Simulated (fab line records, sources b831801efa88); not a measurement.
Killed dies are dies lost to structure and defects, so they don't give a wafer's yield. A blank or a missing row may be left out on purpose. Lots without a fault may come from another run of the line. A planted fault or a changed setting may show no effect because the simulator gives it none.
Split-lot experiment | flow sfq_line | 5 lots, 23 wafers read, on a route of 325 steps

THE SPLIT
At SFQ_TRILAYER_I6_VIA_LITHO_COAT_174 (resist thk 62 nm), the setting resist_thk_nm was moved away from the recipe's 62 nm on 5 of the 23 wafers read, by +4.8% to +5.7%. The other wafers ran this setting at the recipe's value.

The reading is taken at the split's own step.

THE READING
BARC_of_TRILAYER_I6_VIA_LITHO_COAT_174.thk_nm (the simulator's own value, which no gauge read), in nm, at SFQ_TRILAYER_I6_VIA_LITHO_COAT_174 (resist thk 62 nm). The file gives no usual value for it. The 18 wafers here that ran the recipe average 62.03 nm, standard deviation 0.063 nm.

wafer  | tool, chamber at the split | resist_thk_nm as run, nm | against the recipe | BARC_of_TRILAYER_I6_VIA_LITHO_COAT_174.thk_nm, nm | against lot-mates on the recipe
L075.1 | litho_track-02, 0          | 62                       | recipe             | 61.89                                             | -
L075.3 | litho_track-02, 0          | 62                       | recipe             | 61.99                                             | -
L075.6 | litho_track-02, 0          | 62                       | recipe             | 61.93                                             | -
L076.1 | litho_track-02, 0          | 62                       | recipe             | 62.09                                             | -
L076.2 | litho_track-02, 0          | 62                       | recipe             | 62.05                                             | -
L076.3 | litho_track-02, 0          | 62                       | recipe             | 61.98                                             | -
L076.4 | litho_track-02, 0          | 62                       | recipe             | 62.02                                             | -
L076.5 | litho_track-02, 0          | 62                       | recipe             | 62.06                                             | -
L079.1 | litho_track-02, 0          | 62                       | recipe             | 62.13                                             | -
L079.2 | litho_track-02, 0          | 62                       | recipe             | 62.01                                             | -
L079.4 | litho_track-02, 0          | 64.96                    | +4.8%              | 64.95                                             | +2.89
L079.5 | litho_track-02, 0          | 62                       | recipe             | 62.04                                             | -
L079.6 | litho_track-02, 0          | 64.96                    | +4.8%              | 64.9                                              | +2.84
L082.1 | litho_track-01, 0          | 62                       | recipe             | 62.1                                              | -
L082.5 | litho_track-01, 0          | 62                       | recipe             | 62.1                                              | -
L082.3 | litho_track-01, 0          | 62                       | recipe             | 62.11                                             | -
L082.4 | litho_track-01, 0          | 62                       | recipe             | 62                                                | -
L082.6 | litho_track-01, 0          | 62                       | recipe             | 62.04                                             | -
L085.1 | litho_track-02, 0          | 62                       | recipe             | 61.99                                             | -
L085.3 | litho_track-02, 0          | 65.54                    | +5.7%              | 65.64                                             | +3.66
L085.4 | litho_track-02, 0          | 62                       | recipe             | 61.98                                             | -
L085.5 | litho_track-02, 0          | 65.54                    | +5.7%              | 65.56                                             | +3.58
L085.6 | litho_track-02, 0          | 65.54                    | +5.7%              | 65.52                                             | +3.53

THE FIT
A straight line over all 23 wafers: BARC_of_TRILAYER_I6_VIA_LITHO_COAT_174.thk_nm changes by +0.617 nm for each +1% of resist_thk_nm; r = +1.00; the points scatter about the line by 0.064 nm.
The same after taking each lot's own level away (the mean of its wafers on the recipe; 23 wafers): +0.62 nm for each +1%; r = +1.00; scatter 0.055 nm.
On that fit, the largest move of resist_thk_nm shifts the reading by 3.5 nm.
The lots' own levels span 61.937 to 62.070 nm, that is 2.1 times the standard deviation above.
So the lot-to-lot level changes the slope little: the two slopes agree.
Check: with one of the wafers moved furthest among these (+5.7%) left out of the fit, the line predicts +3.5 nm for it against its lot-mates. It came out at +3.66 nm against them.

OTHER SPLITS ON THESE WAFERS
These wafers also went through other splits before the reading. Each is held against what the fit with the lots' levels taken away leaves over:
other split on the same wafers                 | wafers away from the commonest value | r with BARC_of_TRILAYER_I6_VIA_LITHO_COAT_174.thk_nm (lot level and that fit taken away)
SFQ_TRILAYER_M6_BARC_OPEN_METAL_ETCH_206 icp_w | 6                                    | -0.09
SFQ_TRILAYER_I6_CMP_CMP_166 leave_above_ref_nm | 9                                    | +0.09

THE FILE'S OWN FIT
BARC_of_TRILAYER_I6_VIA_LITHO_COAT_174.thk_nm changes by +0.617 nm for each +1% of resist_thk_nm, r = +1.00.
